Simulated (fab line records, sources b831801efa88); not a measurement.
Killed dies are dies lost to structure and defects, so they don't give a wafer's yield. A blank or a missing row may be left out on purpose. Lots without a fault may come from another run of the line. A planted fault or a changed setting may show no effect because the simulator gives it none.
fab line records | flow sky130
record lots=5 wafers=15 last_day=50
route steps=708 shown VIA3@591 METAL4@598 CAP2M@603
lots that met no fault: from a run of the same line without faults
start_h: hours from the record's first day to the start of the lot's first wafer shown | wait_h: hours since the lot's step before | " the same as in the row above | L1.1+2: a row that stands for several wafers | - no value, or no start given | * or withheld: withheld | < > ~ a bound
route shown NAME@n: a module of which the file shows steps, and the number in the route of the first | usual: mean/standard deviation of fault-free wafers | same: alike in all rows | chamber/n: place in a boat | sites: the reading at each site | _std_site: their standard deviation | _edge_site: outer sites' mean less inner sites' | radius_mm: how far each site lies from the wafer's centre | mask NAME#n: copy n | behind: the tool/chamber that last shaped the wafer | hold: why the lot was held/for how many hours/how that ended | device: the transistor (n, p or np) that didn't switch | end of line: the same wafers' tests at the end of the route | a step without rows: its recipe alone | killed: dies lost to structure and defects at the first sort, not the wafer's yield | map: a wafer's dies, x killed, . not, _ none there
set.NAME: the setting as run; set.NAME@STEP: as run at that earlier step | model.NAME: the simulator's own value behind a step, which no gauge read
lots at some steps of the route; a table a step, a row a wafer
services: from which hour (start_h, from the record's first day; less than 0 if before it) a tool's chamber was out of use, for how many hours, and why
## steps
# step SKY_VIA3_CLEAN_18
# recipe chemistry=IPA time_s=180 temp_c=25
# columns lot.wafer tool chamber start_h wait_h
L078.1+3+6 wet_bench-03 0 995.46 0.0
L081.3+5+6 wet_bench-03 1 997.56 0.0
L083.1+3+5 wet_bench-03 0 1006.74 0.0
L094.1+2+3 wet_bench-04 0 1066.54 0.0
L096.2+4+5 wet_bench-02 0 1076.92 0.0
# step SKY_VIA3_CLEAN_19
# recipe chemistry=O3/DIW dry=n2_spin
# columns lot.wafer tool chamber start_h wait_h
L078.1+3+6 wet_bench-03 2 995.51 0.0
L081.3+5+6 wet_bench-04 2 997.61 0.0
L083.1+3+5 wet_bench-04 1 1006.80 0.0
L094.1+2+3 wet_bench-02 2 1066.60 0.0
L096.2+4+5 wet_bench-04 1 1076.98 0.0
# step SKY_VIA3_SPUTTER_20
# recipe material=TiN target_thk_nm=20 chamber_pressure_pa=5 power_w=4000 time_s=80
# usual throttle_valve_pct=30.1/1
# columns lot.wafer tool chamber start_h wait_h throttle_valve_pct
L078.1 pvd_sputter-01 - 995.61 0.0 29.6
L078.3 " - " " 31.3
L078.6 " - " " 31.5
L081.3 pvd_sputter-02 - 997.71 0.0 28.7
L081.5 " - " " 28.9
L081.6 " - " " 29.9
L083.1 pvd_sputter-04 - 1006.89 0.0 31.2
L083.3 " - " " 30.2
L083.5 " - " " 30.0
L094.1 pvd_sputter-01 - 1066.70 0.0 29.1
L094.2 " - " " 31.6
L094.3 " - " " 31.4
L096.2 pvd_sputter-02 - 1077.08 0.0 28.5
L096.4 " - " " 29.7
L096.5 " - " " 28.6
# step SKY_VIA3_CVD_21
# recipe material=W target_thk_nm=390 time_s=117.31 temp_c=400 pressure_torr=40
# usual heater_power_w=826/23
# columns lot.wafer tool chamber start_h wait_h heater_power_w
L078.1 cvd_w-01 0 995.67 0.0 792
L078.3 " 1 " " 831
L078.6 " 0 " " 786
L081.3 cvd_w-02 0 997.81 0.1 829
L081.5 " 1 " " 842
L081.6 " 0 " " 832
L083.1 cvd_w-02 0 1006.95 0.0 829
L083.3 " 1 " " 846
L083.5 " 0 " " 824
L094.1 cvd_w-02 0 1066.76 0.0 855
L094.2 " 1 " " 848
L094.3 " 1 " " 853
L096.2 cvd_w-01 0 1077.14 0.0 791
L096.4 " 1 " " 831
L096.5 " 1 " " 820
# step SKY_VIA3_RS_MEAS_22
# recipe thk_meas_gauge=four-point-probe reads=W_of_VIA3_CVD_21+TiN_of_VIA3_SPUTTER_20
# usual VIA3_W_RS=0.294/0.0033
# columns lot.wafer tool chamber start_h wait_h VIA3_W_RS[ohm/sq]
L078.1 film_metro-02 - 995.79 0.1 0.295
L078.3 " - " " 0.288
L078.6 " - " " 0.297
L081.3 film_metro-02 - 997.93 0.1 0.292
L081.5 " - " " 0.293
L081.6 " - " " 0.296
L083.1 film_metro-02 - 1007.07 0.1 0.301
L083.3 " - " " 0.297
L083.5 " - " " 0.298
L094.1 film_metro-04 - 1066.88 0.1 0.296
L094.2 " - " " 0.291
L094.3 " - " " 0.288
L096.2 film_metro-04 - 1077.28 0.1 0.299
L096.4 " - " " 0.292
L096.5 " - " " 0.290
# step SKY_VIA3_THK_MEAS_23
# recipe thk_meas_gauge=xrf reads=W_of_VIA3_CVD_21
# usual VIA3_W_THK=392/5.1
# columns lot.wafer tool chamber start_h wait_h VIA3_W_THK[nm]
L078.1 film_metro-02 - 995.91 0.1 389
L078.3 " - " " 396
L078.6 " - " " 388
L081.3 film_metro-02 - 998.03 0.1 395
L081.5 " - " " 393
L081.6 " - " " 390
L083.1 film_metro-02 - 1007.19 0.1 383
L083.3 " - " " 390
L083.5 " - " " 389
L094.1 film_metro-04 - 1067.00 0.1 396
L094.2 " - " " 397
L094.3 " - " " 403
L096.2 film_metro-04 - 1077.39 0.1 390
L096.4 " - " " 397
L096.5 " - " " 402
# step SKY_VIA3_CMP_24
# recipe stop_on=SiO2 t_overpolish_s=20 down_force_psi=3.5 platen_rpm=60 target_thk_nm=0 pad_velocity_m_s=0.94248
# usual motor_current_A=10.6/1.2 overpolish_run_s=20.000/0.0086 time_to_endpoint_s=95/4.2
# columns lot.wafer tool chamber start_h wait_h motor_current_A overpolish_run_s time_to_endpoint_s
L078.1 cmp-02 3 996.24 0.3 10.0 20.003 94
L078.3 " 2 " " 10.9 20.005 97
L078.6 " 0 " " 10.8 19.995 98
L081.3 cmp-02 1 998.12 0.1 9.2 19.986 101
L081.6 " 0 " " 10.3 20.016 101
L081.5 " 1 " " 9.1 20.001 100
L083.1 cmp-02 2 1007.30 0.1 10.2 19.993 92
L083.3 " 0 " " 10.5 19.997 97
L083.5 " 1 " " 10.0 19.993 95
L094.3 cmp-01 1 1067.11 0.1 11.2 20.000 94
L094.2 " 2 " " 12.2 19.993 95
L094.1 " 3 " " 14.0 19.997 99
L096.2 cmp-01 3 1077.95 0.6 13.0 19.998 92
L096.4 " 1 " " 11.0 19.998 93
L096.5 " 2 " " 12.2 20.022 92
# step SKY_METAL4_SPUTTER_00
# recipe material=Ti target_thk_nm=15 power_w=3000 time_s=10 chamber_pressure_pa=0.4
# usual throttle_valve_pct=30.1/0.82
# columns lot.wafer tool chamber start_h wait_h throttle_valve_pct
L078.1 pvd_sputter-03 - 996.54 0.2 29.5
L078.3 " - " " 29.9
L078.6 " - " " 30.7
L081.3 pvd_sputter-03 - 998.37 0.2 29.8
L081.5 " - " " 29.5
L081.6 " - " " 30.6
L083.1 pvd_sputter-02 - 1007.55 0.2 31.2
L083.3 " - " " 29.8
L083.5 " - " " 31.2
L094.1 pvd_sputter-03 - 1067.36 0.1 30.9
L094.2 " - " " 30.0
L094.3 " - " " 30.6
L096.2 pvd_sputter-02 - 1078.20 0.2 28.8
L096.4 " - " " 29.8
L096.5 " - " " 29.2
# step SKY_METAL4_SPUTTER_01
# recipe material=TiN target_thk_nm=20 power_w=6500 time_s=16.7 chamber_pressure_pa=0.4
# usual throttle_valve_pct=30.1/0.82
# columns lot.wafer tool chamber start_h wait_h throttle_valve_pct
L078.1 pvd_sputter-03 - 996.56 0.0 29.6
L078.3 " - " " 30.2
L078.6 " - " " 30.4
L081.3 pvd_sputter-03 - 998.39 0.0 29.9
L081.5 " - " " 29.5
L081.6 " - " " 30.7
L083.1 pvd_sputter-02 - 1007.57 0.0 31.3
L083.3 " - " " 29.9
L083.5 " - " " 31.2
L094.1 pvd_sputter-03 - 1067.38 0.0 30.9
L094.2 " - " " 29.8
L094.3 " - " " 30.6
L096.2 pvd_sputter-02 - 1078.23 0.0 28.4
L096.4 " - " " 29.8
L096.5 " - " " 29.5
# step SKY_METAL4_SPUTTER_02
# recipe material=AlCu target_thk_nm=735 power_w=10600 time_s=39.1 chamber_pressure_pa=0.4
# usual throttle_valve_pct=30.1/0.8
# columns lot.wafer tool chamber start_h wait_h throttle_valve_pct
L078.1 pvd_sputter-03 - 996.59 0.0 29.4
L078.3 " - " " 29.9
L078.6 " - " " 30.4
L081.3 pvd_sputter-03 - 998.42 0.0 30.1
L081.5 " - " " 29.2
L081.6 " - " " 30.7
L083.1 pvd_sputter-02 - 1007.60 0.0 31.4
L083.3 " - " " 29.6
L083.5 " - " " 31.1
L094.1 pvd_sputter-03 - 1067.41 0.0 30.9
L094.2 " - " " 30.0
L094.3 " - " " 30.5
L096.2 pvd_sputter-02 - 1078.25 0.0 28.6
L096.4 " - " " 29.7
L096.5 " - " " 29.2
# step SKY_METAL4_SPUTTER_03
# recipe material=Ti target_thk_nm=5 power_w=3000 time_s=3.3 chamber_pressure_pa=0.4
# usual throttle_valve_pct=30.1/0.81
# columns lot.wafer tool chamber start_h wait_h throttle_valve_pct
L078.1 pvd_sputter-03 - 996.62 0.0 29.1
L078.3 " - " " 29.5
L078.6 " - " " 30.8
L081.3 pvd_sputter-03 - 998.46 0.0 29.9
L081.5 " - " " 29.6
L081.6 " - " " 30.8
L083.1 pvd_sputter-02 - 1007.64 0.0 31.4
L083.3 " - " " 30.0
L083.5 " - " " 31.2
L094.1 pvd_sputter-03 - 1067.45 0.0 30.5
L094.2 " - " " 30.1
L094.3 " - " " 30.5
L096.2 pvd_sputter-02 - 1078.29 0.0 28.8
L096.4 " - " " 30.0
L096.5 " - " " 29.4
# step SKY_METAL4_SPUTTER_04
# recipe material=TiN target_thk_nm=70 power_w=6500 time_s=58.3 chamber_pressure_pa=0.4
# usual throttle_valve_pct=30.1/0.82
# columns lot.wafer tool chamber start_h wait_h throttle_valve_pct
L078.1 pvd_sputter-03 - 996.64 0.0 29.3
L078.3 " - " " 30.0
L078.6 " - " " 30.6
L081.3 pvd_sputter-03 - 998.47 0.0 29.6
L081.5 " - " " 29.4
L081.6 " - " " 30.8
L083.1 pvd_sputter-02 - 1007.66 0.0 31.3
L083.3 " - " " 29.8
L083.5 " - " " 31.2
L094.1 pvd_sputter-03 - 1067.46 0.0 31.0
L094.2 " - " " 29.9
L094.3 " - " " 30.8
L096.2 pvd_sputter-02 - 1078.31 0.0 28.7
L096.4 " - " " 29.8
L096.5 " - " " 29.4
# step SKY_CAP2M_CVD_00
# recipe material=SiO2 target_thk_nm=15.5 temp_c=400 time_s=withheld rf_w=450
# usual heater_power_w=672/74
# columns lot.wafer tool chamber start_h wait_h heater_power_w
L078.1 pecvd-03 1 996.69 0.0 775
L078.3 " 2 " " 567
L078.6 " 0 " " 689
L081.3 pecvd-04 0 998.52 0.0 759
L081.5 " 2 " " 634
L081.6 " 0 " " 786
L083.1 pecvd-03 0 1007.70 0.0 712
L083.3 " 1 " " 765
L083.5 " 0 " " 739
L094.1 pecvd-04 2 1067.51 0.0 624
L094.2 " 1 " " 767
L094.3 " 0 " " 768
L096.2 pecvd-02 0 1078.36 0.0 591
L096.4 " 2 " " 634
L096.5 " 1 " " 766
# step SKY_CAP2M_THK_MEAS_01
# recipe reads=SiO2_of_CAP2M_CVD_00
# usual CAP2M_CVD_00_THK=15.55/0.23
# columns lot.wafer tool chamber start_h wait_h CAP2M_CVD_00_THK[nm]
L078.1 film_metro-02 - 996.71 - 15.62
L078.3 " - " " 15.52
L078.6 " - " " 15.85
L081.3 film_metro-02 - 998.57 - 15.39
L081.5 " - " " 15.43
L081.6 " - " " 15.75
L083.1 film_metro-03 - 1007.73 - 15.37
L083.3 " - " " 15.47
L083.5 " - " " 15.68
L094.1 film_metro-03 - 1067.54 - 15.31
L094.2 " - " " 15.37
L094.3 " - " " 15.49
L096.2 film_metro-03 - 1078.39 - 15.21
L096.4 " - " " 15.57
L096.5 " - " " 15.96
# step SKY_CAP2M_SPUTTER_02
# recipe material=TiN target_thk_nm=200 temp_c=300 power_w=6603 time_s=166.7 chamber_pressure_pa=0.4
# usual throttle_valve_pct=30.2/0.88
# columns lot.wafer tool chamber start_h wait_h throttle_valve_pct
L078.1 pvd_sputter-01 - 996.77 0.1 31.3
L078.3 " - " " 29.5
L078.6 " - " " 29.6
L081.3 pvd_sputter-01 - 998.61 0.0 31.3
L081.5 " - " " 31.1
L081.6 " - " " 29.4
L083.1 pvd_sputter-01 - 1007.79 0.1 31.1
L083.3 " - " " 31.7
L083.5 " - " " 29.2
L094.1 pvd_sputter-04 - 1067.60 0.1 28.8
L094.2 " - " " 29.9
L094.3 " - " " 31.4
L096.2 pvd_sputter-03 - 1078.44 0.0 29.5
L096.4 " - " " 30.7
L096.5 " - " " 30.8
# step SKY_CAP2M_RS_MEAS_03
# recipe thk_meas_gauge=four-point-probe reads=TiN_of_CAP2M_SPUTTER_02
# usual CAP2M_TIN_RS=6.76/0.093
# columns lot.wafer tool chamber start_h wait_h CAP2M_TIN_RS[ohm/sq]
L078.1 film_metro-01 - 996.88 0.1 6.76
L078.3 " - " " 6.78
L078.6 " - " " 6.76
L081.3 film_metro-03 - 998.75 0.1 6.81
L081.5 " - " " 6.84
L081.6 " - " " 6.77
L083.1 film_metro-02 - 1007.90 0.1 6.81
L083.3 " - " " 6.78
L083.5 " - " " 6.70
L094.1 film_metro-02 - 1067.70 0.1 6.82
L094.2 " - " " 6.68
L094.3 " - " " 6.65
L096.2 film_metro-03 - 1078.57 0.1 6.65
L096.4 " - " " 6.88
L096.5 " - " " 6.86
# step SKY_CAP2M_THK_MEAS_04
# recipe thk_meas_gauge=xrf reads=TiN_of_CAP2M_SPUTTER_02
# usual CAP2M_TIN_THK=205/3
# columns lot.wafer tool chamber start_h wait_h CAP2M_TIN_THK[nm]
L078.1 film_metro-01 - 997.00 0.1 206
L078.3 " - " " 205
L078.6 " - " " 207
L081.3 film_metro-03 - 998.85 0.1 206
L081.5 " - " " 205
L081.6 " - " " 207
L083.1 film_metro-02 - 1008.02 0.1 203
L083.3 " - " " 204
L083.5 " - " " 206
L094.1 film_metro-02 - 1067.82 0.1 202
L094.2 " - " " 207
L094.3 " - " " 208
L096.2 film_metro-03 - 1078.68 0.1 210
L096.4 " - " " 202
L096.5 " - " " 203
# step SKY_CAP2M_DEHYDRATE_05
# recipe temp_c=200 time_s=60
# usual resist_line_temp_C=22.99/0.093
# columns lot.wafer tool chamber start_h wait_h resist_line_temp_C
L078.1 litho_track-01 0 1007.37 10.4 23.05
L078.3 " 0 " " 22.98
L078.6 " 0 " " 22.96
L081.3 litho_track-02 0 1009.22 10.4 22.99
L081.5 " 0 " " 23.02
L081.6 " 0 " " 22.93
L083.1 litho_track-01 0 1019.12 11.1 22.82
L083.3 " 0 " " 23.02
L083.5 " 0 " " 22.95
L094.1 litho_track-01 0 1077.17 9.3 22.90
L094.2 " 0 " " 23.00
L094.3 " 0 " " 22.90
L096.2 litho_track-01 0 1089.45 10.8 23.10
L096.4 " 0 " " 23.19
L096.5 " 0 " " 22.96
# step SKY_CAP2M_HMDS_06
# recipe prime_time_s=60 prime_temp_c=120
# usual resist_line_temp_C=23.02/0.11
# columns lot.wafer tool chamber start_h wait_h resist_line_temp_C
L078.1 litho_track-01 0 1007.52 0.1 23.00
L078.3 " 0 " " 23.04
L078.6 " 0 " " 22.81
L081.3 litho_track-02 0 1009.37 0.1 22.90
L081.5 " 0 " " 23.00
L081.6 " 0 " " 22.96
L083.1 litho_track-01 0 1019.27 0.1 22.74
L083.3 " 0 " " 22.87
L083.5 " 0 " " 22.96
L094.1 litho_track-01 0 1077.32 0.1 22.98
L094.2 " 0 " " 22.99
L094.3 " 0 " " 22.91
L096.2 litho_track-01 0 1089.60 0.1 23.05
L096.4 " 0 " " 23.28
L096.5 " 0 " " 23.05
# step SKY_CAP2M_COAT_07
# recipe resist=NOVOLAK spin_rpm=3000 resist_thk_nm=1140
# usual resist_line_temp_C=23.01/0.11
# columns lot.wafer tool chamber start_h wait_h resist_line_temp_C
L078.1 litho_track-01 0 1007.67 0.1 23.04
L078.3 " 0 " " 23.07
L078.6 " 0 " " 23.10
L081.3 litho_track-02 0 1009.52 0.1 23.01
L081.5 " 0 " " 22.76
L081.6 " 0 " " 22.96
L083.1 litho_track-01 0 1019.42 0.1 23.03
L083.3 " 0 " " 23.20
L083.5 " 0 " " 22.97
L094.1 litho_track-01 0 1077.47 0.1 23.00
L094.2 " 0 " " 23.13
L094.3 " 0 " " 23.05
L096.2 litho_track-01 0 1089.75 0.1 22.91
L096.4 " 0 " " 22.87
L096.5 " 0 " " 22.91
# step SKY_CAP2M_SOFTBAKE_08
# recipe temp_c=89.24 time_s=60 resist=NOVOLAK
# usual resist_line_temp_C=22.99/0.095
# columns lot.wafer tool chamber start_h wait_h resist_line_temp_C
L078.1 litho_track-01 0 1007.82 0.1 22.92
L078.3 " 0 " " 23.01
L078.6 " 0 " " 23.03
L081.3 litho_track-02 0 1009.67 0.1 22.99
L081.5 " 0 " " 23.15
L081.6 " 0 " " 23.05
L083.1 litho_track-01 0 1019.57 0.1 23.09
L083.3 " 0 " " 22.86
L083.5 " 0 " " 23.05
L094.1 litho_track-01 0 1077.62 0.1 22.98
L094.2 " 0 " " 22.94
L094.3 " 0 " " 22.93
L096.2 litho_track-01 0 1089.90 0.1 23.08
L096.4 " 0 " " 23.04
L096.5 " 0 " " 23.12
# step SKY_CAP2M_EXPOSE_09
# recipe mask_id=CAP2M na=0.6 source_shape=conventional sigma_outer=0.6 polarization=unpolarized target_cd_nm=1000 dose_mj=159
# same sigma_outer=0.6
# columns lot.wafer tool chamber start_h wait_h mask
L078.1+3+6 iline_stepper-01 0 - - CAP2M#0
L081.3+5+6 iline_stepper-01 0 - - CAP2M#0
L083.1+3+5 iline_stepper-02 0 - - CAP2M#0
L094.1+2+3 iline_stepper-02 0 - - CAP2M#0
L096.2+4+5 iline_stepper-02 0 - - CAP2M#0
# step SKY_CAP2M_PEB_10
# recipe temp_c=withheld time_s=* resist=NOVOLAK
# usual resist_line_temp_C=*
# columns lot.wafer tool chamber start_h wait_h resist_line_temp_C
L078.1 litho_track-03 0 - - *
L078.3 " 0 " " *
L078.6 " 0 " " *
L081.3 litho_track-01 0 - - *
L081.5 " 0 " " *
L081.6 " 0 " " *
L083.1 litho_track-01 0 - - *
L083.3 " 0 " " *
L083.5 " 0 " " *
L094.1 litho_track-03 0 - - *
L094.2 " 0 " " *
L094.3 " 0 " " *
L096.2 litho_track-02 0 - - *
L096.4 " 0 " " *
L096.5 " 0 " " *
# step SKY_CAP2M_DEVELOP_11
# recipe resist=NOVOLAK developer=TMAH develop_time_s=60 dev_temp_c=23
# usual resist_line_temp_C=22.99/0.095
# columns lot.wafer tool chamber start_h wait_h resist_line_temp_C
L078.1 litho_track-03 0 1019.57 0.1 22.94
L078.3 " 0 " " 22.90
L078.6 " 0 " " 23.04
L081.3 litho_track-01 0 1020.57 0.1 22.99
L081.5 " 0 " " 22.96
L081.6 " 0 " " 22.92
L083.1 litho_track-01 0 1030.27 0.1 22.95
L083.3 " 0 " " 23.04
L083.5 " 0 " " 22.92
L094.1 litho_track-03 0 1088.57 0.1 23.04
L094.2 " 0 " " 22.94
L094.3 " 0 " " 23.05
L096.2 litho_track-02 0 1098.14 0.1 23.03
L096.4 " 0 " " 23.07
L096.5 " 0 " " 23.02
# step SKY_CAP2M_OVL_MEAS_12
# usual CAP2M_OVL=-0.3/1.2
# columns lot.wafer tool chamber start_h wait_h CAP2M_OVL[nm]
L078.1 overlay-01 - 1019.72 0.1 0.3
L078.3 " - " " 1.1
L078.6 " - " " 1.1
L081.3 overlay-02 - 1020.68 0.1 0.6
L081.5 " - " " 1.4
L081.6 " - " " 1.4
L083.1 overlay-01 - 1030.42 0.1 -1.0
L083.3 " - " " -0.2
L083.5 " - " " -0.3
L094.1 overlay-02 - 1088.72 0.1 0.8
L094.2 " - " " -1.0
L094.3 " - " " -0.7
L096.2 overlay-02 - 1098.27 0.1 -1.7
L096.4 " - " " -2.6
L096.5 " - " " -1.4
# step SKY_CAP2M_METAL_ETCH_13
# recipe target_depth_nm=220 stop_on=SiO2 chemistry=Cl2/BCl3 target=TiN pressure_mtorr=10 icp_w=900 bias_w=48.5 Cl2_flow_sccm=60 bcl3_flow_sccm=30 time_s=62.9
# usual bcl3_flow_sccm=30.00/0.087 drypump_motor_current_A=5.7/0.41 mfc_cl2_sccm=60.01/0.19 oes_product_au=0.953/0.0087 throttle_valve_pct=21.893/0.0099
# columns lot.wafer tool chamber start_h wait_h bcl3_flow_sccm drypump_motor_current_A mfc_cl2_sccm oes_product_au rf_hours_counter_h throttle_valve_pct
L078.1 rie_metal-01 1 1019.75 0.0 29.89 5.3 60.14 0.953 17 21.901
L078.3 " 1 " " 29.92 5.3 60.22 0.948 - 21.907
L078.6 " 1 " " 30.03 5.3 60.15 0.953 - 21.896
L081.3 rie_metal-02 0 1020.73 0.0 30.01 6.4 59.85 0.953 - 21.903
L081.5 " 1 " " 30.00 5.7 60.59 0.948 - 21.912
L081.6 " 0 " " 30.01 6.4 59.88 0.951 - 21.887
L083.1 rie_metal-01 0 1030.46 0.0 29.97 5.2 59.91 0.954 22 21.898
L083.3 " 1 " " 30.13 5.3 60.14 0.956 - 21.897
L083.5 " 0 " " 30.00 5.3 59.88 0.956 - 21.890
L094.1 rie_metal-02 1 1088.75 0.0 29.96 5.8 60.01 0.950 2 21.885
L094.2 " 0 " " 30.05 6.4 59.97 0.954 14 21.874
L094.3 " 0 " " 30.10 6.4 59.92 0.965 - 21.882
L096.2 rie_metal-01 0 1098.30 0.0 29.90 5.2 60.08 0.959 27 21.891
L096.4 " 0 " " 29.96 5.3 60.07 0.940 - 21.917
L096.5 " 0 " " 29.95 5.3 60.03 0.948 - 21.900
# step SKY_CAP2M_STRIP_14
# recipe chemistry=O2/N2 power_w=1400 pressure_mtorr=1500 platen_temp_c=withheld o2_flow_sccm=3000 n2_flow_sccm=300 overash_fraction=0.5
# usual drypump_motor_current_A=5.72/0.27 oes_product_au=0.710/0.0042 strip_time_to_endpoint_s=12.70/0.046
# columns lot.wafer tool chamber start_h wait_h drypump_motor_current_A oes_product_au rf_hours_counter_h strip_time_to_endpoint_s
L078.1 plasma_asher-03 1 1019.83 0.1 5.43 0.710 118 12.65
L078.3 " 0 " " 5.64 0.708 - 12.66
L078.6 " 0 " " 5.65 0.713 - 12.69
L081.3 plasma_asher-03 1 1020.82 0.1 5.41 0.714 - 12.73
L081.5 " 0 " " 5.68 0.717 - 12.76
L081.6 " 1 " " 5.42 0.710 - 12.72
L083.1 plasma_asher-02 1 1030.53 0.1 5.80 0.713 29 12.65
L083.3 " 0 " " 5.62 0.707 - 12.68
L083.5 " 0 " " 5.61 0.705 - 12.65
L094.1 plasma_asher-04 1 1088.83 0.1 6.15 0.709 65 12.75
L094.2 " 0 " " 5.56 0.706 65 12.71
L094.3 " 1 " " 6.17 0.709 - 12.66
L096.2 plasma_asher-04 1 1098.38 0.1 6.17 0.708 66 12.69
L096.4 " 1 " " 6.20 0.708 - 12.72
L096.5 " 0 " " 5.58 0.710 - 12.68
# step SKY_CAP2M_STRIP_15
# recipe chemistry=post_etch_residue_remover time_s=1200 temp_c=72.5
# columns lot.wafer tool chamber start_h wait_h
L078.1+3+6 wet_bench-01 0 1019.93 0.1
L081.3+5+6 wet_bench-01 2 1020.88 0.0
L083.1+3+5 wet_bench-03 2 1030.63 0.1
L094.1+2+3 wet_bench-03 1 1088.93 0.1
L096.2+4+5 wet_bench-02 1 1098.48 0.1
# step SKY_CAP2M_CLEAN_16
# recipe chemistry=IPA time_s=180 temp_c=25
# columns lot.wafer tool chamber start_h wait_h
L078.1+3+6 wet_bench-02 0 1020.27 0.0
L081.3+5+6 wet_bench-03 2 1021.24 0.0
L083.1+3+5 wet_bench-01 0 1030.98 0.0
L094.1+2+3 wet_bench-02 1 1089.34 0.0
L096.2+4+5 wet_bench-03 3 1098.82 0.0
# step SKY_CAP2M_CLEAN_17
# recipe chemistry=O3/DIW dry=n2_spin
# columns lot.wafer tool chamber start_h wait_h
L078.1+3+6 wet_bench-01 2 1020.33 0.0
L081.3+5+6 wet_bench-03 2 1021.30 0.0
L083.1+3+5 wet_bench-03 0 1031.03 0.0
L094.1+2+3 wet_bench-03 2 1089.41 0.0
L096.2+4+5 wet_bench-01 0 1098.88 0.0
# step SKY_METAL4_DEHYDRATE_05
# recipe temp_c=200 time_s=60
# usual resist_line_temp_C=23.00/0.092
# columns lot.wafer tool chamber start_h wait_h resist_line_temp_C
L078.1 litho_track-01 0 1030.42 10.0 23.04
L078.3 " 0 " " 22.99
L078.6 " 0 " " 23.03
L081.3 litho_track-04 0 1031.31 9.9 22.86
L081.5 " 0 " " 23.01
L081.6 " 0 " " 23.06
L083.1 litho_track-01 0 1042.12 11.0 22.93
L083.3 " 0 " " 22.83
L083.5 " 0 " " 22.99
L094.1 litho_track-04 0 1096.66 7.1 22.91
L094.2 " 0 " " 23.18
L094.3 " 0 " " 22.86
L096.2 litho_track-04 0 1109.68 10.7 23.02
L096.4 " 0 " " 23.01
L096.5 " 0 " " 23.03
# step SKY_METAL4_HMDS_06
# recipe prime_time_s=60 prime_temp_c=120
# usual resist_line_temp_C=23.01/0.11
# columns lot.wafer tool chamber start_h wait_h resist_line_temp_C
L078.1 litho_track-01 0 1030.57 0.1 22.99
L078.3 " 0 " " 22.89
L078.6 " 0 " " 23.01
L081.3 litho_track-04 0 1031.46 0.1 23.08
L081.5 " 0 " " 23.06
L081.6 " 0 " " 22.93
L083.1 litho_track-01 0 1042.27 0.1 22.88
L083.3 " 0 " " 23.02
L083.5 " 0 " " 22.96
L094.1 litho_track-04 0 1096.81 0.1 23.01
L094.2 " 0 " " 23.01
L094.3 " 0 " " 22.98
L096.2 litho_track-04 0 1109.83 0.1 23.09
L096.4 " 0 " " 23.19
L096.5 " 0 " " 23.26
# step SKY_METAL4_COAT_07
# recipe resist=BARC temp_c=withheld time_s=withheld spin_rpm=3000 resist_thk_nm=60
# usual resist_line_temp_C=*
# columns lot.wafer tool chamber start_h wait_h resist_line_temp_C
L078.1 litho_track-01 0 1030.72 0.1 *
L078.3 " 0 " " *
L078.6 " 0 " " *
L081.3 litho_track-04 0 1031.61 0.1 *
L081.5 " 0 " " *
L081.6 " 0 " " *
L083.1 litho_track-01 0 1042.42 0.1 *
L083.3 " 0 " " *
L083.5 " 0 " " *
L094.1 litho_track-04 0 1096.96 0.1 *
L094.2 " 0 " " *
L094.3 " 0 " " *
L096.2 litho_track-04 0 1109.98 0.1 *
L096.4 " 0 " " *
L096.5 " 0 " " *
# step SKY_METAL4_COAT_08
# recipe resist=KrF-thick spin_rpm=3000 resist_thk_nm=1140
# usual resist_line_temp_C=22.99/0.11
# columns lot.wafer tool chamber start_h wait_h resist_line_temp_C
L078.1 litho_track-01 0 - - 22.85
L078.3 " 0 " " 22.86
L078.6 " 0 " " 22.90
L081.3 litho_track-04 0 - - 22.94
L081.5 " 0 " " 22.99
L081.6 " 0 " " 23.05
L083.1 litho_track-01 0 - - 22.91
L083.3 " 0 " " 23.14
L083.5 " 0 " " 23.07
L094.1 litho_track-04 0 - - 23.00
L094.2 " 0 " " 22.89
L094.3 " 0 " " 22.90
L096.2 litho_track-04 0 - - 23.00
L096.4 " 0 " " 23.15
L096.5 " 0 " " 23.26
# step SKY_METAL4_SOFTBAKE_09
# recipe temp_c=100 time_s=90 resist=KrF-thick
# usual resist_line_temp_C=23.00/0.1
# columns lot.wafer tool chamber start_h wait_h resist_line_temp_C
L078.1 litho_track-01 0 - - 22.91
L078.3 " 0 " " 22.99
L078.6 " 0 " " 23.02
L081.3 litho_track-04 0 - - 23.02
L081.5 " 0 " " 22.96
L081.6 " 0 " " 23.17
L083.1 litho_track-01 0 - - 22.93
L083.3 " 0 " " 23.10
L083.5 " 0 " " 23.02
L094.1 litho_track-04 0 - - 23.05
L094.2 " 0 " " 23.21
L094.3 " 0 " " 23.17
L096.2 litho_track-04 0 - - 23.06
L096.4 " 0 " " 23.02
L096.5 " 0 " " 22.90
# step SKY_METAL4_EXPOSE_10
# recipe mask_id=MM4 na=0.68 source_shape=annular sigma_inner=0.4 sigma_outer=0.8 target_cd_nm=300 dose_mj=28
# same sigma_outer=0.8
# columns lot.wafer tool chamber start_h wait_h mask
L078.1+3+6 krf_scanner-02 0 - - MM4#0
L081.3+5+6 krf_scanner-01 0 - - MM4#0
L083.1+3+5 krf_scanner-01 0 - - MM4#0
L094.1+2+3 krf_scanner-01 0 - - MM4#0
L096.2+4+5 krf_scanner-02 0 - - MM4#0
# step SKY_METAL4_PEB_11
# recipe peb_temp_c=withheld peb_time_s=withheld resist=KrF-thick
# usual resist_line_temp_C=*
# columns lot.wafer tool chamber start_h wait_h resist_line_temp_C
L078.1 litho_track-01 0 - - *
L078.3 " 0 " " *
L078.6 " 0 " " *
L081.3 litho_track-01 0 - - *
L081.5 " 0 " " *
L081.6 " 0 " " *
L083.1 litho_track-02 0 - - *
L083.3 " 0 " " *
L083.5 " 0 " " *
L094.1 litho_track-01 0 - - *
L094.2 " 0 " " *
L094.3 " 0 " " *
L096.2 litho_track-04 0 - - *
L096.4 " 0 " " *
L096.5 " 0 " " *
## services
# columns tool chamber start_h hours kind
rie_metal-02 1 978.43 20.2 repair
cmp-01 - 989.71 15.9 pm
plasma_asher-04 - 990.53 3.7 repair
pvd_sputter-04 - 995.11 10.4 repair
krf_scanner-02 - 1003.64 1.3 pm
cmp-01 - 1010.11 1.3 repair
cvd_w-02 - 1010.12 6.0 pm
wet_bench-02 - 1014.06 3.2 repair
pecvd-03 2 1014.65 18.7 repair
cmp-02 - 1023.88 13.6 repair
pvd_sputter-02 - 1025.60 4.2 repair
krf_scanner-01 - 1030.79 0.8 pm
pvd_sputter-03 - 1032.88 9.4 repair
wet_bench-04 - 1040.58 1.6 repair
pvd_sputter-02 - 1046.12 15.0 repair
pvd_sputter-01 - 1048.57 8.6 repair
krf_scanner-01 - 1072.64 1.8 repair
krf_scanner-01 - 1075.94 1.0 pm
cmp-02 - 1078.33 10.6 pm
krf_scanner-01 - 1096.04 1.3 pm
cvd_w-02 - 1103.52 1.6 repair
pvd_sputter-01 - 1111.31 4.1 repair
cvd_w-02 - 1117.59 0.8 repair
pvd_sputter-01 - 1118.13 0.7 repair
## key
fault none
